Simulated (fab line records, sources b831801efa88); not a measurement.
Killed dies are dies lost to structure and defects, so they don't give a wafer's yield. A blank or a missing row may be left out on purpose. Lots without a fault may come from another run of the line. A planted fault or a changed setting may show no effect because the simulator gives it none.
Chamber matching | flow gf180mcu | GF_V3_CVD_02 on pecvd-01: 3 sister chambers
The step deposits SiO2 from TEOS, target thk 850 nm, time 94.851 s. 6 wafers are shown with their chamber, then 11 later ones without.

WAFERS WITH THEIR CHAMBER
wafer  | chamber | heater_power_outer_w (W) | heater_power_w (W)
L079.4 | 1       | 415                      | 684
L082.4 | 1       | 410                      | 668
L086.2 | 2       | 371                      | 654
L086.4 | 2       | 280                      | 519
L086.6 | 0       | 363                      | 656
L087.1 | 0       | 390                      | 686

WAFERS WITHOUT THEIR CHAMBER
wafer  | heater_power_outer_w (W) | heater_power_w (W)
L087.4 | 405                      | 717
L087.6 | 376                      | 652
L090.2 | 395                      | 683
L090.3 | 356                      | 634
L090.6 | 385                      | 667
L094.1 | 352                      | 614
L094.2 | 390                      | 649
L094.5 | 401                      | 677
L096.2 | 386                      | 638
L096.3 | 297                      | 546
L096.6 | 407                      | 680

WHICH CHAMBER EACH WENT THROUGH
wafer  | from the rows above          | in truth
L087.4 | can't be placed: 1 or 0      | 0
L087.6 | can't be placed: 0 or 1 or 2 | 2
L090.2 | can't be placed: 1 or 0      | 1
L090.3 | can't be placed: 0 or 2 or 1 | 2
L090.6 | can't be placed: 0 or 1 or 2 | 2
L094.1 | can't be placed: 2 or 0 or 1 | 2
L094.2 | can't be placed: 0 or 1 or 2 | 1
L094.5 | can't be placed: 1 or 0      | 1
L096.2 | can't be placed: 0 or 1 or 2 | 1
L096.3 | can't be placed: 2 or 0      | 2
L096.6 | can't be placed: 1 or 0      | 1
Placed correctly: 0 of 11. Can't be placed from these rows: 11 (the true chamber is among the candidates in 11). Placed wrongly: 0.
How it was worked out, from the rows above alone: a wafer's distance from a chamber is the root of the sum, over the readings, of the square of ((its reading less the chamber's mean) divided by the reading's scatter). The wafer belongs to the nearest chamber; if the next one is less than 2 further off, it can't be placed. A chamber's mean is the mean of its shown wafers. The scatter: the root of (the sum of the squares of (reading less its chamber's mean) over the shown wafers, divided by (wafers less chambers)).
